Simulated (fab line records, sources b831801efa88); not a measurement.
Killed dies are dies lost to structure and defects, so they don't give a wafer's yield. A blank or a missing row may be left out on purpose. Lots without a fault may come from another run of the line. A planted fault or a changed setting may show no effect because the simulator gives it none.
One fault seen from 2 desks | flow gf180mcu | each desk has only its own numbers; what lay behind them comes last

THE TOOL OWNER'S DESK: pvd_sputter-04
The tool's own readings at GF_SALICIDE_SPUTTER_02 (material Co, target thk 10 nm, time 20 s): means of the sampled wafers that have a number, for each lot that ran on this tool. A lot is out of limits, marked OUT, if its mean lies more than 4 standard deviations from the usual mean; the brackets give that distance.
Columns: A = chamber_pressure_pa at GF_SALICIDE_SPUTTER_02, usual 0.4000 Pa; B = throttle_valve_pct at GF_SALICIDE_SPUTTER_02, usual 29.7 %
lot  | first seen here | A      | B
L381 | day 17 14:01    | 0.3996 | 29.1
L382 | day 18 00:21    | 0.3997 | 29.4
L385 | day 19 07:10    | 0.4004 | 28.3
L387 | day 19 22:17    | 0.4001 | 29.5
L392 | day 21 14:01    | 0.3998 | 30.2
This desk's finding: nothing out of limits on any of the 5 lots.

THE METROLOGY DESK
What the gauges read, lot by lot, whatever tool the lot ran on: means of the sampled wafers that have a number. A lot is out of limits, marked OUT, if its mean lies more than 4 standard deviations from the usual mean; the brackets give that distance.
Columns: A = SALICIDE_TIN_RS at GF_SALICIDE_RS_MEAS_04, usual 16.2 ohm/sq
lot  | first seen here | A
L374 | day 15 02:34    | 16.3
L375 | day 15 12:25    | 16.7
L376 | day 15 21:38    | 16.6
L377 | day 15 23:52    | 15.7
L378 | day 16 15:30    | 16.4
L381 | day 17 14:04    | 16.0
L382 | day 18 00:25    | 16.2
L385 | day 19 07:15    | 16.6
L387 | day 19 22:20    | 16.1
L388 | day 20 05:47    | 16.4
L392 | day 21 14:04    | 18.2 (+5.8) OUT
L397 | day 23 02:14    | 16.3
This desk's finding: out of limits on L392; first on L392, day 21 14:04 (SALICIDE_TIN_RS at GF_SALICIDE_RS_MEAS_04). In limits: L374, L375, L376, L377, L378, L381, L382, L385, L387, L388, L397.

PUT TOGETHER
The metrology desk could have raised an alarm at day 21 14:04, on L392.
The tool owner's desk saw nothing out of limits.
The tool owner's desk has L392 on record, within its limits.
Of the lots named, all ran GF_SALICIDE_SPUTTER_02 on pvd_sputter-04.

WHAT THE SIMULATOR HAD PUT IN
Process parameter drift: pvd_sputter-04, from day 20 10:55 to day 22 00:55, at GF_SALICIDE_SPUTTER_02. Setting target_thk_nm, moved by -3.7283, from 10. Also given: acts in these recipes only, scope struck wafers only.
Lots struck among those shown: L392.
Hours from the fault's start to each desk's first reading out of limits: the metrology desk, 27.
